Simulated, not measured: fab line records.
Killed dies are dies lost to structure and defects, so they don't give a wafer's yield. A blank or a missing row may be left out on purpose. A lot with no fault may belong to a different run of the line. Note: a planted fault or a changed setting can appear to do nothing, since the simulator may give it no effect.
A single fault, viewed from 2 desks :: flow sky130 :: numbers are kept per desk, each desk with only its own; the story behind them comes last

== TOOL OWNER'S DESK, furnace-01 ==
The tool's own readings at SKY_POLY_GATE_OXIDATION_20 (stabilise 600 s, purge 300 s, target thk 4 nm): means of the sampled wafers that have a number, for each lot that ran on this tool. A lot is out of limits, marked OUT, if its mean lies more than 4 standard deviations from the usual mean; the brackets give that distance.
Columns: A = spike-tc-centre-C at SKY_POLY_GATE_OXIDATION_20, usual 850.8 C; B = spike-tc-lower-C at SKY_POLY_GATE_OXIDATION_20, usual 850.9 C; C = spike-tc-upper-C at SKY_POLY_GATE_OXIDATION_20, usual 850.3 C; D = zone-power-centre-pct at SKY_POLY_GATE_OXIDATION_20, usual 20.4 %; E = zone-power-lower-pct at SKY_POLY_GATE_OXIDATION_20, usual 16.0 %; F = zone-power-upper-pct at SKY_POLY_GATE_OXIDATION_20, usual 17.4 %
lot: L406
first seen here: day 18 04:50
A: 849.0
B: 850.4
C: 850.7
D: 22.0
E: 15.2
F: 18.6

lot: L407
first seen here: day 18 04:50
A: 849.3
B: 852.1
C: 850.5
D: 22.1
E: 15.3
F: 18.8

lot: L408
first seen here: day 18 04:50
A: 849.0
B: 851.1
C: 850.4
D: 22.0
E: 15.4
F: 18.7

lot: L409
first seen here: day 18 11:25
A: 850.7
B: 849.8
C: 851.0
D: 22.1
E: 15.3
F: 18.9

lot: L412
first seen here: day 19 13:58
A: 849.8
B: 851.4
C: 850.4
D: 21.9
E: 15.4
F: 18.7

lot: L423
first seen here: day 23 19:16
A: 894.0 (+23) OUT
B: 845.4 (-5.0) OUT
C: 844.4 (-5.9) OUT
D: 41.2 (+10) OUT
E: 8.1 (-9.2) OUT
F: 10.0 (-4.6) OUT

lot: L424
first seen here: day 24 01:16
A: 894.1 (+23) OUT
B: 846.6
C: 844.8 (-5.5) OUT
D: 41.6 (+11) OUT
E: 8.1 (-9.1) OUT
F: 10.0 (-4.6) OUT

lot: L425
first seen here: day 24 17:44
A: 893.6 (+23) OUT
B: 846.8
C: 845.2 (-5.1) OUT
D: 41.4 (+10) OUT
E: 8.1 (-9.2) OUT
F: 9.9 (-4.7) OUT
Finding of this desk: L423, L424, L425 out of limits; the first was L423 at day 23 19:16, on spike-tc-centre-C at SKY_POLY_GATE_OXIDATION_20. Within limits: L406, L407, L408, L409, L412.

== FROM THE METROLOGY DESK ==
What the gauges read, lot by lot, whatever tool the lot ran on: means of the sampled wafers that have a number. A lot is out of limits, marked OUT, if its mean lies more than 4 standard deviations from the usual mean; the brackets give that distance.
Columns: A = VT_ADJUST_LVTN_OVL at SKY_VT_ADJUST_LVTN_OVL_MEAS_07, usual 0.0 nm; B = POLY_GATE_OXIDATION_THK at SKY_POLY_GATE_THK_MEAS_21, usual 3.96 nm; C = LI_CONTACT_W_THK at SKY_LI_CONTACT_THK_MEAS_23, usual 407 nm
lot: L407
first seen here: day 7 14:37
A: 0.6
B: 3.99
C: 405

lot: L406
first seen here: day 7 15:34
A: 0.3
B: 3.93
C: 405

lot: L408
first seen here: day 8 02:19
A: 0.8
B: 3.86
C: 406

lot: L409
first seen here: day 8 04:28
A: 2.7
B: 4.00
C: 407

lot: L412
first seen here: day 9 03:45
A: 2.1
B: 3.89
C: 412

lot: L413
first seen here: day 9 15:04
A: 1.0
B: 4.02
C: 412

lot: L414
first seen here: day 9 19:31
A: -0.9
B: 3.94
C: 399

lot: L415
first seen here: day 9 21:19
A: -1.2
B: 3.95
C: 397

lot: L423
first seen here: day 12 10:01
A: -2.1
B: 4.48 (+6.3) OUT
C: 408

lot: L424
first seen here: day 12 14:01
A: -0.4
B: 5.12 (+14) OUT
C: 404

lot: L425
first seen here: day 13 04:59
A: -0.6
B: 5.19 (+15) OUT
C: 415

lot: L427
first seen here: day 13 13:42
A: 0.0
B: 3.89
C: 412
This desk finds L423, L424, L425 out of limits, with the earliest case on L423 at day 23 20:31 (POLY_GATE_OXIDATION_THK at SKY_POLY_GATE_THK_MEAS_21). Within limits: L407, L406, L408, L409, L412, L413, L414, L415, L427.

== ALL TOGETHER ==
On L423, L424, L425, at day 23 19:16, an alarm was possible from the tool owner's desk.
On L423, L424, L425, the metrology desk was in a position to raise an alarm at day 23 20:31.
Every lot named ran SKY_POLY_GATE_OXIDATION_20 on furnace-01.

== WHAT HAD BEEN PUT IN BY THE SIMULATOR ==
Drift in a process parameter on furnace-01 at SKY_POLY_GATE_OXIDATION_20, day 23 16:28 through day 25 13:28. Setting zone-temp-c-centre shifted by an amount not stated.
Lots struck among those shown: L423, L424, L425.
Delay (hours) between the fault's onset and each desk's first out-of-limits reading: 3 at the tool owner's desk, 4 at the metrology desk.
